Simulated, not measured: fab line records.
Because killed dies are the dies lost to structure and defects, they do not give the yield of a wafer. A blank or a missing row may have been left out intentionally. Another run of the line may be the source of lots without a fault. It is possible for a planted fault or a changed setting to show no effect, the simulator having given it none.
The same fault as seen by 2 desks / flow gf180mcu / numbers are kept per desk, each desk with only its own; the story behind them comes last

## METROLOGY DESK
What the gauges read for every lot (on any tool): the sampled wafers with a number, averaged. Any lot whose mean is over 4 standard deviations away from the usual mean is out of limits and marked OUT; that distance is given in the brackets.
Columns: A = cd-nm at GF_NSD_CD_MEAS_07, usual 400 nm; B = SALICIDE_TIN_THK at GF_SALICIDE_THK_MEAS_05, usual 19.9 nm
lot=L276; first seen here=day 13 11:18; A=397; B=20.0
lot=L277; first seen here=day 13 13:32; A=400; B=19.7
lot=L278; first seen here=day 14 00:45; A=392; B=20.0
lot=L279; first seen here=day 14 06:39; A=404; B=19.8
lot=L280; first seen here=day 14 15:41; A=398; B=19.3
lot=L282; first seen here=day 15 10:40; A=399; B=19.6
lot=L281; first seen here=day 15 12:24; A=403; B=20.3
lot=L283; first seen here=day 15 20:42; A=400; B=20.5
lot=L284; first seen here=day 16 00:59; A=403; B=20.0
lot=L285; first seen here=day 16 17:09; A=396; B=19.7
lot=L286; first seen here=day 17 02:52; A=400; B=20.1
lot=L293; first seen here=day 19 13:34; A=399; B=19.5
lot=L296; first seen here=day 20 06:10; A=403; B=20.0
lot=L299; first seen here=day 21 10:45; A=395; B=19.6
This desk's verdict: no lot among the 14 shows anything out of limits.

## DESK OF THE TOOL OWNER: wet-bench-02
The tool's own readings at GF_STI_WET_ETCH_28 (etches SiO2 in dHF, target depth 20 nm, time 40 s): means of the sampled wafers that have a number, for each lot that ran on this tool. Any lot whose mean is over 4 standard deviations away from the usual mean is out of limits and marked OUT; that distance is given in the brackets.
Columns: A = run-length-s at GF_STI_WET_ETCH_28, usual 68.3 s
lot=L276; first seen here=day 2 05:12; A=65.8
lot=L279; first seen here=day 2 20:20; A=72.5
lot=L283; first seen here=day 3 17:30; A=71.2
lot=L284; first seen here=day 3 21:28; A=118.1 (+18) OUT
lot=L285; first seen here=day 4 02:08; A=113.9 (+16) OUT
lot=L286; first seen here=day 4 08:32; A=111.5 (+15) OUT
This desk's verdict: out of limits on L284, L285, L286, starting with L284 at day 3 21:28 (run-length-s at GF_STI_WET_ETCH_28). L276, L279, L283 stayed within limits.

## BROUGHT TOGETHER
The tool owner's desk could have raised an alarm at day 3 21:28, on L284, L285, L286.
From the metrology desk's view, nothing was out of limits.
The metrology desk has L284, L285, L286 on record, within its limits.
All the named lots went through GF_STI_WET_ETCH_28 on wet-bench-02.

## WHAT WAS PUT IN BY THE SIMULATOR
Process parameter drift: wet-bench-02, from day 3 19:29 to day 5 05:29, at GF_STI_WET_ETCH_28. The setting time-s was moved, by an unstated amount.
Shown lots that were struck: L284, L285, L286.
Time in hours from fault onset to the first out-of-limits reading at each desk: the tool owner's desk, 2.
